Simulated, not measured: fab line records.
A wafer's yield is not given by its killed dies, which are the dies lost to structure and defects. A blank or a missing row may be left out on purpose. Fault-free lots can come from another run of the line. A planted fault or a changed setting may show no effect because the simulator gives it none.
fab line records    flow sky130
[record] lots = 6  wafers = 18  last-day = 50
route steps=708 shown METAL1@440 PAD_OPEN@708
lots untouched by any fault: they come from a run of this same line in which no faults occurred
start-h: the number of hours between the record's first day and the start of the first shown wafer of the lot    wait-h: time in hours since the lot's previous step    " as in the row above    L1.1+2: several wafers, shown together as one row    - no value present, or no start provided    * or withheld: withheld    < > ~ a bound
route shown NAME@n: names a module that has steps shown in the file, with the first one's number in the route    usual: mean/standard deviation taken from wafers without a fault    same: alike in all rows    chamber/n: place in a boat    sites: per-site readings    _std_site: the standard deviation of these    _edge_site: the outer-site mean with the inner-site mean subtracted    radius-mm: how far each site lies from the wafer's centre    mask NAME#n: copy n    behind: the tool/chamber that last shaped the wafer    hold: why the lot went on hold/how many hours it stayed there/how the hold came to an end    device: transistor that didn't switch, given as n, p or np    end of line: the route-end tests of the same wafers    for a step that has no rows: nothing shown but its recipe    killed: the dies lost at the first sort to structure and to defects; this is not the yield of the wafer    map: a wafer's dies, marking killed ones x, the rest . and places with no die _
set.NAME: setting as actually run; set.NAME@STEP: the setting as run at that earlier step    model.NAME: the simulator's own value behind a step, which no gauge read
certain route steps with their lots: each step a table, each wafer a row
services: from which hour (start-h, from the record's first day; less than 0 if before it) a tool's chamber was out of use, for how many hours, and why
[[steps]]
[step SKY_METAL1_THK_MEAS_06]
[recipe] thk-meas-gauge = xrf  reads = AlCu_of_METAL1_SPUTTER_02
[usual] METAL1_ALCU_THK = 252/3.8
lot.wafer  tool           chamber  start-h  wait-h  METAL1_ALCU_THK[nm]
L913.4     film-metro-04  -        750.19   0.1     248
L913.5     "              -        "        "       250
L913.6     "              -        "        "       251
L918.1     film-metro-04  -        797.63   0.1     249
L918.4     "              -        "        "       249
L918.5     "              -        "        "       246
L924.1     film-metro-01  -        835.52   0.1     251
L924.4     "              -        "        "       254
L924.5     "              -        "        "       251
L931.3     film-metro-01  -        879.27   0.1     253
L931.4     "              -        "        "       247
L931.5     "              -        "        "       248
L932.1     film-metro-02  -        886.40   0.1     255
L932.2     "              -        "        "       257
L932.6     "              -        "        "       257
L935.2     film-metro-04  -        920.42   0.1     256
L935.3     "              -        "        "       259
L935.4     "              -        "        "       253
[step SKY_METAL1_DEHYDRATE_07]
[recipe] temp-c = 200  time-s = 60
[step SKY_METAL1_HMDS_08]
[recipe] prime-time-s = 60  prime-temp-c = 120
[step SKY_METAL1_COAT_09]
[recipe] resist = BARC  temp-c = withheld  time-s = withheld  spin-rpm = 3000  resist-thk-nm = 60
[step SKY_METAL1_COAT_10]
[recipe] resist = KrF-thick  spin-rpm = 3000  resist-thk-nm = 450
[step SKY_METAL1_SOFTBAKE_11]
[recipe] temp-c = 100  time-s = 90  resist = KrF-thick
[step SKY_METAL1_EXPOSE_12]
[recipe] mask-id = MM1  na = 0.8  source-shape = annular  sigma-inner = 0.55  sigma-outer = 0.85  target-cd-nm = 140  dose-mj = 28
[step SKY_METAL1_PEB_13]
[recipe] peb-temp-c = withheld  peb-time-s = withheld  resist = KrF-thick
[step SKY_METAL1_DEVELOP_14]
[recipe] develop-time-s = 60  resist = KrF-thick  dev-temp-c = 21
[step SKY_METAL1_CD_MEAS_15]
[recipe] target-cd-nm = 140
[usual] cd-nm = 140.6/1.5
lot.wafer  tool       chamber  start-h  wait-h  cd-nm
L913.4     cd-sem-02  -        776.54   -       142.7
L913.5     "          -        "        "       143.5
L913.6     "          -        "        "       141.8
L918.1     cd-sem-02  -        824.13   -       142.3
L918.4     "          -        "        "       143.0
L918.5     "          -        "        "       142.5
L924.1     cd-sem-01  -        860.61   -       138.8
L924.4     "          -        "        "       139.0
L924.5     "          -        "        "       138.9
L931.3     cd-sem-02  -        904.20   -       136.5
L931.4     "          -        "        "       138.4
L931.5     "          -        "        "       137.7
L932.1     cd-sem-01  -        910.93   -       139.4
L932.2     "          -        "        "       140.0
L932.6     "          -        "        "       140.8
L935.2     cd-sem-01  -        945.18   -       139.8
L935.3     "          -        "        "       140.1
L935.4     "          -        "        "       141.4
[step SKY_METAL1_OVL_MEAS_16]
[usual] METAL1_OVL = 2/4.6
lot.wafer  tool        chamber  start-h  wait-h  METAL1_OVL[nm]
L913.4     overlay-01  -        776.62   0.1     -2
L913.5     "           -        "        "       -1
L913.6     "           -        "        "       0
L918.1     overlay-01  -        824.25   0.1     1
L918.4     "           -        "        "       0
L918.5     "           -        "        "       6
L924.1     overlay-02  -        860.73   0.1     4
L924.4     "           -        "        "       10
L924.5     "           -        "        "       3
L931.3     overlay-01  -        904.29   0.1     4
L931.4     "           -        "        "       3
L931.5     "           -        "        "       7
L932.1     overlay-01  -        911.05   0.1     4
L932.2     "           -        "        "       9
L932.6     "           -        "        "       3
L935.2     overlay-02  -        945.29   0.1     -1
L935.3     "           -        "        "       -9
L935.4     "           -        "        "       -5
[step SKY_METAL1_DESCUM_17]
[recipe] chemistry = O2  source-power-w = 150  bias-power-w = 0  pressure-mtorr = 10  temp-c = 40  time-s = 8
[usual] drypump-motor-current-A = 5.3/0.31  oes-product-au = 0.998/0.0091
lot.wafer  tool          chamber  start-h  wait-h  drypump-motor-current-A  oes-product-au  rf-hours-counter-h
L913.4     rie-metal-03  1        776.67   0.0     5.7                      1.001           -
L913.5     "             1        "        "       5.7                      1.003           -
L913.6     "             1        "        "       5.7                      1.002           -
L918.1     rie-metal-03  0        824.29   0.0     5.1                      0.998           10
L918.4     "             1        "        "       5.7                      1.002           -
L918.5     "             0        "        "       5.1                      1.009           -
L924.1     rie-metal-01  0        860.77   0.0     5.4                      0.998           6
L924.4     "             1        "        "       5.1                      0.988           -
L924.5     "             1        "        "       5.1                      0.991           -
L931.3     rie-metal-01  1        904.32   0.0     5.1                      0.988           -
L931.4     "             0        "        "       5.4                      1.007           -
L931.5     "             0        "        "       5.4                      1.017           -
L932.1     rie-metal-01  1        911.09   0.0     5.1                      0.987           17
L932.2     "             0        "        "       5.4                      1.005           7
L932.6     "             0        "        "       5.4                      1.018           -
L935.2     rie-metal-03  1        945.33   0.0     5.7                      1.010           -
L935.3     "             1        "        "       5.7                      0.999           -
L935.4     "             1        "        "       5.7                      1.003           -
[step SKY_METAL1_ETCH_18]
[recipe] chemistry = N2/H2  target = BARC  ion-energy-ev = 200  bias-w = 100  pressure-mtorr = 30  n2-flow-sccm = 100  h2-flow-sccm = 200  icp-w = 500  stop-on = SiO2  time-s = 45.9  target-depth-a = 600
[usual] drypump-motor-current-A = 5.3/0.31  oes-product-au = 0.854/0.0048  throttle-valve-pct = 13.225/0.0086
lot.wafer  tool          chamber  start-h  wait-h  drypump-motor-current-A  oes-product-au  rf-hours-counter-h  throttle-valve-pct  model.KrF-thick_of_METAL1_COAT_10.thk-nm  model.etch.depth-nm  model.METAL1.cd-nm
L913.4     rie-metal-03  1        776.77   0.1     5.7                      0.850           -                   13.225              392.7                                     59.83                142.2
L913.5     "             1        "        "       5.8                      0.856           -                   13.213              393.2                                     59.91                142.6
L913.6     "             1        "        "       5.7                      0.860           -                   13.222              392.7                                     59.88                141.4
L918.1     rie-metal-03  0        824.32   0.0     5.1                      0.856           10                  13.230              392.8                                     60.15                140.8
L918.4     "             1        "        "       5.7                      0.862           -                   13.238              392                                       60.17                142.1
L918.5     "             0        "        "       5.1                      0.856           -                   13.219              391.4                                     59.99                141
L924.1     rie-metal-01  0        860.80   0.0     5.4                      0.858           6                   13.219              390.9                                     60.31                138.9
L924.4     "             1        "        "       5.1                      0.861           -                   13.218              393.6                                     60.28                140.2
L924.5     "             1        "        "       5.1                      0.857           -                   13.228              392                                       60.29                140.6
L931.3     rie-metal-01  1        904.36   0.0     5.1                      0.793           -                   13.222              406                                       53.45                140.1
L931.4     "             0        "        "       5.4                      0.816           -                   13.223              406.7                                     54.9                 141.5
L931.5     "             0        "        "       5.4                      0.818           -                   13.202              405.8                                     55.19                140.5
L932.1     rie-metal-01  1        911.12   0.0     5.1                      0.808           17                  13.217              407.4                                     54.42                142.5
L932.2     "             0        "        "       5.4                      0.831           7                   13.218              407.1                                     56.44                141.6
L932.6     "             0        "        "       5.4                      0.823           -                   13.216              406                                       55.86                142.8
L935.2     rie-metal-03  1        945.40   0.1     5.7                      0.848           -                   13.237              392.3                                     59.77                139.3
L935.3     "             1        "        "       5.8                      0.848           -                   13.226              390.1                                     59.92                139.1
L935.4     "             1        "        "       5.7                      0.854           -                   13.221              390.9                                     59.75                140.2
[step SKY_METAL1_METAL_ETCH_19]
[recipe] target-depth-a = 3600  stop-on = SiO2  over-etch-frac = 0.3  time-s = 78  chemistry = Cl2/BCl3  resist-sidewall-deg = 88  pressure-mtorr = 10  icp-w = 900  bias-w = 48.5  Cl2_flow_sccm = 60  bcl3-flow-sccm = 30
[usual] drypump-motor-current-A = 5.3/0.31  oes-product-au = 0.852/0.0058  throttle-valve-pct = 22.265/0.009
lot.wafer  tool          chamber  start-h  wait-h  drypump-motor-current-A  oes-product-au  rf-hours-counter-h  throttle-valve-pct  model.KrF-thick_of_METAL1_COAT_10.thk-nm
L913.4     rie-metal-03  1        776.92   0.1     5.7                      0.856           -                   22.251              157.1
L913.5     "             1        "        "       5.7                      0.849           -                   22.269              159
L913.6     "             1        "        "       5.7                      0.854           -                   22.247              158.4
L918.1     rie-metal-03  0        824.38   0.0     5.1                      0.855           10                  22.266              157.9
L918.4     "             1        "        "       5.7                      0.852           -                   22.261              156.7
L918.5     "             0        "        "       5.1                      0.858           -                   22.261              156.9
L924.1     rie-metal-01  0        860.86   0.0     5.4                      0.849           6                   22.259              157.9
L924.4     "             1        "        "       5.1                      0.857           -                   22.261              164.9
L924.5     "             1        "        "       5.1                      0.841           -                   22.240              161.7
L931.3     rie-metal-01  1        904.44   0.1     5.1                      0.857           -                   22.278              177.1
L931.4     "             0        "        "       5.5                      0.850           -                   22.261              168.3
L931.5     "             0        "        "       5.4                      0.846           -                   22.261              169
L932.1     rie-metal-01  1        911.18   0.0     5.1                      0.866           17                  22.260              179.7
L932.2     "             0        "        "       5.4                      0.856           7                   22.263              171
L932.6     "             0        "        "       5.4                      0.862           -                   22.267              170.1
L935.2     rie-metal-03  1        945.54   0.1     5.7                      0.851           -                   22.278              153.1
L935.3     "             1        "        "       5.7                      0.866           -                   22.275              152.9
L935.4     "             1        "        "       5.7                      0.856           -                   22.274              152.5
[step SKY_METAL1_STRIP_20]
[recipe] chemistry = O2/N2  power-w = 1400  pressure-mtorr = 1500  platen-temp-c = withheld  o2-flow-sccm = 3000  n2-flow-sccm = 300  overash-fraction = 0.5
[usual] drypump-motor-current-A = 5.9/0.53  oes-product-au = 0.344/0.0053  strip-time-to-endpoint-s = 2.70/0.046
lot.wafer  tool             chamber  start-h  wait-h  drypump-motor-current-A  oes-product-au  rf-hours-counter-h  strip-time-to-endpoint-s
L913.4     plasma-asher-04  0        777.04   0.1     5.3                      0.345           -                   2.67
L913.5     "                1        "        "       6.6                      0.344           -                   2.70
L913.6     "                0        "        "       5.3                      0.352           -                   2.70
L918.1     plasma-asher-01  1        824.47   0.1     6.3                      0.338           37                  2.69
L918.4     "                0        "        "       5.3                      0.342           -                   2.66
L918.5     "                1        "        "       6.3                      0.336           -                   2.68
L924.1     plasma-asher-01  1        860.95   0.1     6.3                      0.339           40                  2.69
L924.4     "                1        "        "       6.3                      0.336           -                   2.75
L924.5     "                1        "        "       6.2                      0.332           -                   2.74
L931.3     plasma-asher-04  0        904.53   0.1     5.3                      0.358           -                   2.87
L931.4     "                1        "        "       6.6                      0.348           -                   2.81
L931.5     "                0        "        "       5.3                      0.349           -                   2.80
L932.1     plasma-asher-04  0        911.27   0.1     5.3                      0.354           77                  2.93
L932.2     "                1        "        "       6.6                      0.357           77                  2.84
L932.6     "                1        "        "       6.6                      0.350           -                   2.83
L935.2     plasma-asher-04  1        945.69   0.1     6.7                      0.339           81                  2.62
L935.3     "                0        "        "       5.3                      0.336           -                   2.65
L935.4     "                1        "        "       6.6                      0.348           -                   2.63
[step SKY_METAL1_STRIP_21]
[recipe] chemistry = post-etch-residue-remover  time-s = 1200  temp-c = 72.5
[step SKY_PAD_OPEN_PROBE_99]
[usual] defect-limited-yield = 82.6/1.7  killed_at_M0_to_M3 = 42/6.4  killed_at_M4_up = 3.2/1.9  killed-at-contacts = 24/4.8  killed-at-front-end = 16/4.4  killed-at-other = 0.3/0.55  killed-dies = 86/8.6  killed-open = 46/6.6  killed-short = 39/5.7
[same] gross-dies = 492  killed-at-back-side = 0
lot.wafer  tool       chamber  start-h  wait-h  defect-limited-yield[%]  killed_at_M0_to_M3  killed_at_M4_up  killed-at-contacts  killed-at-front-end  killed-at-other  killed-dies  killed-open  killed-short  model.etest.tester.sort-n-pass  model.etest.tester.sort-yield-pct  model.etest.tester.sort_bin_3_pct  model.etest.met1-comb.leak-log10-a-um  model.etest.tester.sort_bin_8_pct  model.etest.tester.sort_bin_4_pct
L913.4     prober-02  -        1084.20  0.2     84.6                     34                  2                25                  15                   0                76           42           33            416                             84.55                              0.6098                             -11.99                                 0                                  0
L913.5     prober-02  -        1084.25  0.2     83.7                     41                  5                17                  17                   0                80           37           43            412                             83.74                              0.813                              -12.01                                 0                                  0
L913.6     prober-02  -        1084.30  0.2     82.9                     48                  0                23                  13                   0                84           48           35            408                             82.93                              0.813                              -12.05                                 0                                  0
L918.1     prober-02  -        1120.26  0.1     82.3                     44                  3                20                  19                   1                87           43           44            405                             82.32                              1.016                              -11.99                                 0                                  0
L918.4     prober-02  -        1120.41  0.2     83.1                     45                  2                21                  14                   1                83           43           39            409                             83.13                              1.423                              -12.12                                 0                                  0
L918.5     prober-02  -        1120.46  0.2     82.7                     44                  3                23                  13                   2                85           41           43            407                             82.72                              1.423                              -12.11                                 0                                  0
L924.1     prober-01  -        1146.30  0.1     83.5                     40                  3                20                  17                   1                81           45           35            411                             83.54                              0.813                              -11.96                                 0                                  0
L924.4     prober-01  -        1146.45  0.2     86.2                     37                  1                14                  16                   0                68           41           27            424                             86.18                              0.813                              -12.05                                 0                                  0
L924.5     prober-01  -        1146.50  0.2     83.3                     46                  2                20                  11                   3                82           42           39            410                             83.33                              0.2033                             -11.99                                 0                                  0
L931.3     prober-01  -        1178.48  0.2     85.8                     37                  3                16                  14                   0                70           44           26            289                             58.74                              27.44                              -7.542                                 1.728e-08                          0
L931.4     prober-01  -        1178.53  0.2     78.9                     53                  4                23                  24                   0                104          50           54            341                             69.31                              10.37                              -8.521                                 1.134e-07                          0
L931.5     prober-01  -        1178.58  0.2     81.7                     49                  2                27                  12                   0                90           48           42            361                             73.37                              9.35                               -8.983                                 5.307e-07                          0
L932.1     prober-01  -        1182.70  0.1     81.5                     52                  3                30                  6                    0                91           53           38            305                             61.99                              19.72                              -8.039                                 7.743e-09                          1.544e-10
L932.2     prober-01  -        1182.75  0.1     82.5                     36                  5                28                  16                   1                86           44           42            389                             79.06                              3.862                              -9.472                                 1.196e-06                          8.902e-10
L932.6     prober-01  -        1182.95  0.2     83.7                     39                  4                24                  13                   0                80           45           35            379                             77.03                              7.114                              -9.056                                 7.984e-07                          3.757e-09
L935.2     prober-01  -        1205.09  0.1     85.6                     26                  1                32                  12                   0                71           37           33            421                             85.57                              0.6098                             -12.22                                 0                                  0
L935.3     prober-01  -        1205.14  0.2     79.7                     41                  6                38                  15                   0                100          63           37            392                             79.67                              0.6098                             -11.95                                 0                                  0
L935.4     prober-01  -        1205.19  0.2     80.1                     51                  10               29                  8                    0                98           50           47            394                             80.08                              1.016                              -11.97                                 0                                  0
// killed by level:class
L913.4 LOCAL_INTERCONNECT:geometric-particle:short=8 POLY_GATE:geometric-particle:open=7 VIA2:geometric-particle:open=7 VIA3:geometric-particle:open=7 CONTACT:geometric-particle:open=6 METAL1:geometric-particle:short=6 VIA1:geometric-particle:open=5 POLY_GATE:geometric-particle:short=4
L913.5 METAL2:geometric-particle:short=8 VIA1:geometric-particle:open=6 FIELD_ISO:geometric-particle:short=5 CONTACT:geometric-particle:open=5 METAL1:geometric-particle:short=5 VIA2:geometric-particle:open=5 POLY_GATE:geometric-particle:open=4 LOCAL_INTERCONNECT:geometric-particle:short=4
L913.6 LOCAL_INTERCONNECT:geometric-particle:short=8 METAL1:geometric-particle:short=8 VIA1:geometric-particle:open=8 VIA3:geometric-particle:open=8 VIA2:geometric-particle:open=7 LI_CONTACT:geometric-particle:open=5 METAL1:geometric-particle:open=5 CONTACT:geometric-particle:short=4
L918.1 FIELD_ISO:geometric-particle:open=10 CONTACT:geometric-particle:open=9 METAL1:geometric-particle:short=8 METAL2:geometric-particle:short=7 VIA1:geometric-particle:short=6 LI_CONTACT:geometric-particle:short=5 VIA1:geometric-particle:open=5 VIA3:geometric-particle:open=5
L918.4 VIA1:geometric-particle:open=12 CONTACT:geometric-particle:open=8 METAL1:geometric-particle:short=7 VIA2:geometric-particle:open=6 CONTACT:geometric-particle:short=4 VIA1:geometric-particle:short=4 VIA3:geometric-particle:open=4 FIELD_ISO:geometric-particle:short=3
L918.5 FIELD_ISO:geometric-particle:open=9 VIA1:geometric-particle:open=9 CONTACT:geometric-particle:open=7 VIA3:geometric-particle:short=7 CONTACT:geometric-particle:short=6 METAL2:geometric-particle:short=6 VIA3:geometric-particle:open=6 METAL1:geometric-particle:short=5
L924.1 VIA1:geometric-particle:open=10 CONTACT:geometric-particle:open=7 POLY_GATE:geometric-particle:short=6 VIA3:geometric-particle:open=6 POLY_GATE:geometric-particle:open=5 VIA2:geometric-particle:open=5 VIA3:geometric-particle:short=4 LI_CONTACT:geometric-particle:open=4
L924.4 METAL1:geometric-particle:short=8 VIA3:geometric-particle:open=8 FIELD_ISO:geometric-particle:open=7 CONTACT:geometric-particle:open=6 VIA1:geometric-particle:open=6 VIA2:geometric-particle:open=5 FIELD_ISO:geometric-particle:short=4 LI_CONTACT:geometric-particle:open=4
L924.5 VIA1:geometric-particle:open=12 VIA3:geometric-particle:open=8 CONTACT:geometric-particle:open=7 VIA3:geometric-particle:short=6 LI_CONTACT:geometric-particle:short=5 METAL1:geometric-particle:short=5 POLY_GATE:geometric-particle:short=4 LI_CONTACT:geometric-particle:open=4
L931.3 CONTACT:geometric-particle:open=10 VIA1:geometric-particle:open=6 VIA3:geometric-particle:open=6 METAL2:geometric-particle:short=5 POLY_GATE:geometric-particle:open=5 VIA1:geometric-particle:short=4 VIA2:geometric-particle:short=4 FIELD_ISO:geometric-particle:open=3
L931.4 VIA1:geometric-particle:open=13 METAL1:geometric-particle:short=9 CONTACT:geometric-particle:open=8 FIELD_ISO:geometric-particle:open=7 FIELD_ISO:geometric-particle:short=6 LOCAL_INTERCONNECT:geometric-particle:short=5 CONTACT:geometric-particle:short=5 METAL1:geometric-particle:open=5
L931.5 CONTACT:geometric-particle:open=10 VIA1:geometric-particle:open=9 VIA2:geometric-particle:open=8 METAL1:geometric-particle:short=7 LI_CONTACT:geometric-particle:open=6 VIA3:geometric-particle:open=6 LOCAL_INTERCONNECT:geometric-particle:short=5 VIA1:geometric-particle:short=5
L932.1 VIA1:geometric-particle:open=16 CONTACT:geometric-particle:open=12 CONTACT:geometric-particle:short=9 VIA2:geometric-particle:open=6 VIA3:geometric-particle:open=5 LI_CONTACT:geometric-particle:open=5 METAL2:geometric-particle:short=4 VIA1:geometric-particle:short=4
L932.2 VIA1:geometric-particle:open=11 LI_CONTACT:geometric-particle:open=7 CONTACT:geometric-particle:short=7 LOCAL_INTERCONNECT:geometric-particle:short=6 CONTACT:geometric-particle:open=6 FIELD_ISO:geometric-particle:open=5 VIA1:geometric-particle:short=5 VIA3:geometric-particle:open=5
L932.6 VIA1:geometric-particle:open=12 LOCAL_INTERCONNECT:geometric-particle:short=6 LI_CONTACT:geometric-particle:short=5 VIA3:geometric-particle:open=5 VIA2:geometric-particle:open=5 FIELD_ISO:geometric-particle:open=4 POLY_GATE:geometric-particle:open=4 CONTACT:geometric-particle:short=4
L935.2 CONTACT:geometric-particle:open=8 VIA3:geometric-particle:open=7 CONTACT:geometric-particle:short=6 LI_CONTACT:geometric-particle:short=5 LI_CONTACT:geometric-particle:open=5 LOCAL_INTERCONNECT:geometric-particle:short=5 METAL1:geometric-particle:short=4 VIA1:geometric-particle:open=4
L935.3 CONTACT:geometric-particle:open=15 VIA1:geometric-particle:open=10 LI_CONTACT:geometric-particle:open=9 VIA2:geometric-particle:open=9 METAL1:geometric-particle:short=7 CONTACT:geometric-particle:short=6 FIELD_ISO:geometric-particle:open=4 POLY_GATE:geometric-particle:open=4
L935.4 CONTACT:geometric-particle:open=11 VIA1:geometric-particle:open=10 LI_CONTACT:geometric-particle:open=8 METAL1:geometric-particle:short=7 METAL4:geometric-particle:short=7 METAL2:geometric-particle:short=7 VIA1:geometric-particle:short=6 VIA3:geometric-particle:open=5
[[services]]
tool             chamber  start-h  hours  kind
rie-metal-03     0        752.81   3.8    repair
rie-metal-01     0        765.88   4.6    repair
rie-metal-03     0        768.88   11.3   repair
rie-metal-03     1        840.72   -      clean
rie-metal-03     1        840.72   20.7   scheduled-down
rie-metal-03     1        840.72   20.7   vent-cycle
rie-metal-01     0        873.71   8.3    repair
rie-metal-01     0        892.26   5.2    repair
rie-metal-03     -        901.08   0.5    repair
plasma-asher-01  -        923.72   4.0    repair
rie-metal-03     0        933.68   112.1  repair
[[key]]
[first-sign] step = SKY_METAL1_ETCH_18  reading = oes-product-au  direction = down  sigmas = 8.2  usual = 0.854  struck = 0.815
[effect] step = SKY_METAL1_STRIP_20  reading = strip-time-to-endpoint-s  direction = up  sigmas = 3.1  usual = *  struck = *
[model-effect] step = SKY_METAL1_ETCH_18  value = KrF-thick_of_METAL1_COAT_10.thk-nm  without = 393.8  struck = 406.5
[model-effect] step = SKY_METAL1_METAL_ETCH_19  value = KrF-thick_of_METAL1_COAT_10.thk-nm  without = 159.8  struck = 172.5
[model-effect] step = SKY_PAD_OPEN_PROBE_99  value = etest.tester.sort-n-pass  without = 405.2  struck = 344
met-at SKY_METAL1_ETCH_18
struck-wafers L931.3,L931.4,L931.5,L932.1,L932.2,L932.6
onset-between 860.80 904.36
[fault] kind = process-parameter-drift  tool = rie-metal-01  chamber = -  onset-h = 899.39  steps = SKY_METAL1_ETCH_18  channel = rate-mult  offset = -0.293  shape = step  end-h = 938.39
